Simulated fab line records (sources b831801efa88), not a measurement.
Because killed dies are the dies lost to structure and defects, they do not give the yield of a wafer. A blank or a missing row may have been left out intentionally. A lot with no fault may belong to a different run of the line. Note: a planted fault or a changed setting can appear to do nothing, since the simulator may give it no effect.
Which tool did it? || flow gf180mcu || 14 lots with 42 wafers sampled at 5 steps, on a route of 602 steps

WHAT THE GAUGES SHOWED, per wafer
GF_POLY_GATE_THK_MEAS_01. Usual: for POLY_GATE_CVD_00_THK the level is 200.6 nm and the standard deviation is 1.9.
{"lot": "L428", "measured": "day 8 15:57", "on": "filmMetro-03", "POLY_GATE_CVD_00_THK (nm)": "199.4 201.4 200.9", "flag": ""}
{"lot": "L429", "measured": "day 8 19:41", "on": "filmMetro-01", "POLY_GATE_CVD_00_THK (nm)": "197.9 198.6 197.9", "flag": ""}
{"lot": "L430", "measured": "day 9 08:12", "on": "filmMetro-03", "POLY_GATE_CVD_00_THK (nm)": "201.6 201.5 199.4", "flag": ""}
{"lot": "L431", "measured": "day 9 19:36", "on": "filmMetro-03", "POLY_GATE_CVD_00_THK (nm)": "198.5 200.3 200.6", "flag": ""}
{"lot": "L432", "measured": "day 9 19:37", "on": "filmMetro-01", "POLY_GATE_CVD_00_THK (nm)": "201.5 201.7 201.3", "flag": ""}
{"lot": "L433", "measured": "day 10 00:38", "on": "filmMetro-02", "POLY_GATE_CVD_00_THK (nm)": "197.5 198.5 198.9", "flag": ""}
{"lot": "L434", "measured": "day 10 16:23", "on": "filmMetro-03", "POLY_GATE_CVD_00_THK (nm)": "200.5 203.4 200.5", "flag": ""}
{"lot": "L436", "measured": "day 10 19:49", "on": "filmMetro-01", "POLY_GATE_CVD_00_THK (nm)": "200.9 201.7 200.9", "flag": ""}
{"lot": "L439", "measured": "day 11 21:02", "on": "filmMetro-03", "POLY_GATE_CVD_00_THK (nm)": "264.3 262.3 264.7", "flag": "OFF"}
{"lot": "L440", "measured": "day 12 04:27", "on": "filmMetro-02", "POLY_GATE_CVD_00_THK (nm)": "268.2 267.1 265.7", "flag": "OFF"}
{"lot": "L442", "measured": "day 12 18:18", "on": "filmMetro-02", "POLY_GATE_CVD_00_THK (nm)": "205.0 202.9 201.5", "flag": ""}
{"lot": "L447", "measured": "day 14 10:47", "on": "filmMetro-03", "POLY_GATE_CVD_00_THK (nm)": "198.5 201.0 200.2", "flag": ""}
{"lot": "L450", "measured": "day 15 05:55", "on": "filmMetro-02", "POLY_GATE_CVD_00_THK (nm)": "203.9 205.6 203.3", "flag": ""}
{"lot": "L451", "measured": "day 15 15:19", "on": "filmMetro-02", "POLY_GATE_CVD_00_THK (nm)": "199.1 200.7 199.7", "flag": ""}

GF_SALICIDE_THK_MEAS_05: measures by xrf. Usual: for SALICIDE_TIN_THK the level is 20.20 nm and the standard deviation is 0.3.
{"lot": "L428", "measured": "day 15 12:14", "on": "filmMetro-03", "SALICIDE_TIN_THK (nm)": "19.32 19.78 20.05", "flag": ""}
{"lot": "L429", "measured": "day 15 17:20", "on": "filmMetro-03", "SALICIDE_TIN_THK (nm)": "20.67 20.46 20.75", "flag": ""}
{"lot": "L430", "measured": "day 16 06:16", "on": "filmMetro-03", "SALICIDE_TIN_THK (nm)": "19.94 19.86 19.98", "flag": ""}
{"lot": "L431", "measured": "day 16 20:02", "on": "filmMetro-03", "SALICIDE_TIN_THK (nm)": "19.95 20.05 20.24", "flag": ""}
{"lot": "L432", "measured": "day 16 22:10", "on": "filmMetro-03", "SALICIDE_TIN_THK (nm)": "20.04 20.03 20.23", "flag": ""}
{"lot": "L433", "measured": "day 17 03:26", "on": "filmMetro-02", "SALICIDE_TIN_THK (nm)": "20.31 20.18 20.42", "flag": ""}
{"lot": "L434", "measured": "day 17 23:40", "on": "filmMetro-03", "SALICIDE_TIN_THK (nm)": "20.58 20.17 20.46", "flag": ""}
{"lot": "L436", "measured": "day 18 05:28", "on": "filmMetro-03", "SALICIDE_TIN_THK (nm)": "20.11 20.00 20.02", "flag": ""}
{"lot": "L439", "measured": "day 19 09:47", "on": "filmMetro-03", "SALICIDE_TIN_THK (nm)": "19.92 19.74 19.99", "flag": ""}
{"lot": "L440", "measured": "day 19 21:26", "on": "filmMetro-03", "SALICIDE_TIN_THK (nm)": "19.86 20.11 19.87", "flag": ""}
{"lot": "L442", "measured": "day 20 17:28", "on": "filmMetro-01", "SALICIDE_TIN_THK (nm)": "19.99 20.31 20.18", "flag": ""}
{"lot": "L447", "measured": "day 22 14:21", "on": "filmMetro-02", "SALICIDE_TIN_THK (nm)": "20.58 20.97 20.58", "flag": ""}
{"lot": "L450", "measured": "day 23 11:13", "on": "filmMetro-02", "SALICIDE_TIN_THK (nm)": "20.30 20.10 20.25", "flag": ""}
{"lot": "L451", "measured": "day 23 21:26", "on": "filmMetro-01", "SALICIDE_TIN_THK (nm)": "20.27 20.36 20.64", "flag": ""}

GF_CONTACT_THK_MEAS_26: measures by xrf. Usual: for CONTACT_W_THK the level is 297 nm and the standard deviation is 4.
{"lot": "L428", "measured": "day 16 12:05", "on": "filmMetro-02", "CONTACT_W_THK (nm)": "304 300 306", "flag": ""}
{"lot": "L429", "measured": "day 16 17:40", "on": "filmMetro-04", "CONTACT_W_THK (nm)": "296 293 291", "flag": ""}
{"lot": "L430", "measured": "day 17 07:34", "on": "filmMetro-02", "CONTACT_W_THK (nm)": "296 298 299", "flag": ""}
{"lot": "L431", "measured": "day 17 21:25", "on": "filmMetro-02", "CONTACT_W_THK (nm)": "300 300 297", "flag": ""}
{"lot": "L432", "measured": "day 17 23:07", "on": "filmMetro-02", "CONTACT_W_THK (nm)": "297 294 291", "flag": ""}
{"lot": "L433", "measured": "day 18 05:11", "on": "filmMetro-02", "CONTACT_W_THK (nm)": "293 297 294", "flag": ""}
{"lot": "L434", "measured": "day 19 01:30", "on": "filmMetro-04", "CONTACT_W_THK (nm)": "300 297 293", "flag": ""}
{"lot": "L436", "measured": "day 19 08:10", "on": "filmMetro-04", "CONTACT_W_THK (nm)": "289 293 288", "flag": ""}
{"lot": "L439", "measured": "day 20 12:05", "on": "filmMetro-01", "CONTACT_W_THK (nm)": "293 296 298", "flag": ""}
{"lot": "L440", "measured": "day 20 22:37", "on": "filmMetro-04", "CONTACT_W_THK (nm)": "298 298 296", "flag": ""}
{"lot": "L442", "measured": "day 21 19:20", "on": "filmMetro-04", "CONTACT_W_THK (nm)": "293 296 297", "flag": ""}
{"lot": "L447", "measured": "day 23 15:01", "on": "filmMetro-02", "CONTACT_W_THK (nm)": "292 294 292", "flag": ""}
{"lot": "L450", "measured": "day 24 12:10", "on": "filmMetro-02", "CONTACT_W_THK (nm)": "298 296 297", "flag": ""}
{"lot": "L451", "measured": "day 24 21:44", "on": "filmMetro-02", "CONTACT_W_THK (nm)": "297 301 299", "flag": ""}

TOOL THAT RAN EACH LOT (tool first, then ch and the chambers of the sampled wafers, then the start)
{"lot": "L428", "GF_POLY_GATE_CVD_00": "lpcvd-01 ch 1, day 8 12:56", "GF_SALICIDE_SPUTTER_03": "pvdSputter-03, day 15 12:05"}
{"lot": "L429", "GF_POLY_GATE_CVD_00": "lpcvd-02 ch 0, day 8 18:20", "GF_SALICIDE_SPUTTER_03": "pvdSputter-02, day 15 17:11"}
{"lot": "L430", "GF_POLY_GATE_CVD_00": "lpcvd-02 ch 0, day 9 06:52", "GF_SALICIDE_SPUTTER_03": "pvdSputter-02, day 16 06:07"}
{"lot": "L431", "GF_POLY_GATE_CVD_00": "lpcvd-02 ch 0, day 9 18:16", "GF_SALICIDE_SPUTTER_03": "pvdSputter-03, day 16 19:54"}
{"lot": "L432", "GF_POLY_GATE_CVD_00": "lpcvd-02 ch 0, day 9 18:16", "GF_SALICIDE_SPUTTER_03": "pvdSputter-04, day 16 22:01"}
{"lot": "L433", "GF_POLY_GATE_CVD_00": "lpcvd-02 ch 0, day 9 23:19", "GF_SALICIDE_SPUTTER_03": "pvdSputter-04, day 17 03:17"}
{"lot": "L434", "GF_POLY_GATE_CVD_00": "lpcvd-01 ch 1, day 10 15:03", "GF_SALICIDE_SPUTTER_03": "pvdSputter-02, day 17 23:31"}
{"lot": "L436", "GF_POLY_GATE_CVD_00": "lpcvd-02 ch 0, day 10 18:29", "GF_SALICIDE_SPUTTER_03": "pvdSputter-02, day 18 05:19"}
{"lot": "L439", "GF_POLY_GATE_CVD_00": "lpcvd-02 ch 1, day 11 19:41", "GF_SALICIDE_SPUTTER_03": "pvdSputter-03, day 19 09:38"}
{"lot": "L440", "GF_POLY_GATE_CVD_00": "lpcvd-02 ch 1, day 12 03:07", "GF_SALICIDE_SPUTTER_03": "pvdSputter-02, day 19 21:17"}
{"lot": "L442", "GF_POLY_GATE_CVD_00": "lpcvd-01 ch 0, day 12 16:58", "GF_SALICIDE_SPUTTER_03": "pvdSputter-04, day 20 17:19"}
{"lot": "L447", "GF_POLY_GATE_CVD_00": "lpcvd-01 ch 1, day 14 09:27", "GF_SALICIDE_SPUTTER_03": "pvdSputter-02, day 22 14:10"}
{"lot": "L450", "GF_POLY_GATE_CVD_00": "lpcvd-02 ch 1, day 15 04:34", "GF_SALICIDE_SPUTTER_03": "pvdSputter-02, day 23 11:02"}
{"lot": "L451", "GF_POLY_GATE_CVD_00": "lpcvd-02 ch 1, day 15 13:59", "GF_SALICIDE_SPUTTER_03": "pvdSputter-03, day 23 21:17"}
- GF_POLY_GATE_CVD_00: deposits poly-Si, target thk 200 nm, time 1200 s.
- GF_SALICIDE_SPUTTER_03: material TiN, target thk 20 nm, time 16.7 s.

WHAT THE TOOLS THEMSELVES READ (means of the sampled wafers that have a number; where no wafer has one, the mark that the record gives instead)
GF_SALICIDE_SPUTTER_03. Usual: 29.9 % for throttleValvePct, sd 1.
{"lot": "L428", "tool": "pvdSputter-03", "throttleValvePct (%)": 30.7, "flag": ""}
{"lot": "L429", "tool": "pvdSputter-02", "throttleValvePct (%)": 29.1, "flag": ""}
{"lot": "L430", "tool": "pvdSputter-02", "throttleValvePct (%)": 29.7, "flag": ""}
{"lot": "L431", "tool": "pvdSputter-03", "throttleValvePct (%)": 30.9, "flag": ""}
{"lot": "L432", "tool": "pvdSputter-04", "throttleValvePct (%)": 30.0, "flag": ""}
{"lot": "L433", "tool": "pvdSputter-04", "throttleValvePct (%)": 29.3, "flag": ""}
{"lot": "L434", "tool": "pvdSputter-02", "throttleValvePct (%)": 29.6, "flag": ""}
{"lot": "L436", "tool": "pvdSputter-02", "throttleValvePct (%)": 29.9, "flag": ""}
{"lot": "L439", "tool": "pvdSputter-03", "throttleValvePct (%)": 30.2, "flag": ""}
{"lot": "L440", "tool": "pvdSputter-02", "throttleValvePct (%)": 30.6, "flag": ""}
{"lot": "L442", "tool": "pvdSputter-04", "throttleValvePct (%)": 30.1, "flag": ""}
{"lot": "L447", "tool": "pvdSputter-02", "throttleValvePct (%)": 29.1, "flag": ""}
{"lot": "L450", "tool": "pvdSputter-02", "throttleValvePct (%)": 29.1, "flag": ""}
{"lot": "L451", "tool": "pvdSputter-03", "throttleValvePct (%)": 30.5, "flag": ""}

THE ANSWER, worked out from the rows above alone
Rule: a lot counts as off when the mean over its wafers that have a number is more than 3 standard deviations away from the usual mean. A lot without any number at a reading at which 4 lots or more have one is off too. Any other lot the step has rows for is counted as sound. The gauges are gone through in route order, then the tools' own readings, and for those a lot's mean is taken as printed above. The first step at which some lot is off is used, and at that step the reading that is off furthest; a lot without a number counts as furthest.
Off: L439, L440, seen at GF_POLY_GATE_THK_MEAS_01 (POLY_GATE_CVD_00_THK).
A tool fits if, at a process step before that reading, it ran every lot that is off, and no sound lot after the first of them. Those tools and the gauges at GF_POLY_GATE_THK_MEAS_01 are tried in the same way. Not one of the candidates tried fits.

WHAT THE SIMULATOR HAD PUT IN
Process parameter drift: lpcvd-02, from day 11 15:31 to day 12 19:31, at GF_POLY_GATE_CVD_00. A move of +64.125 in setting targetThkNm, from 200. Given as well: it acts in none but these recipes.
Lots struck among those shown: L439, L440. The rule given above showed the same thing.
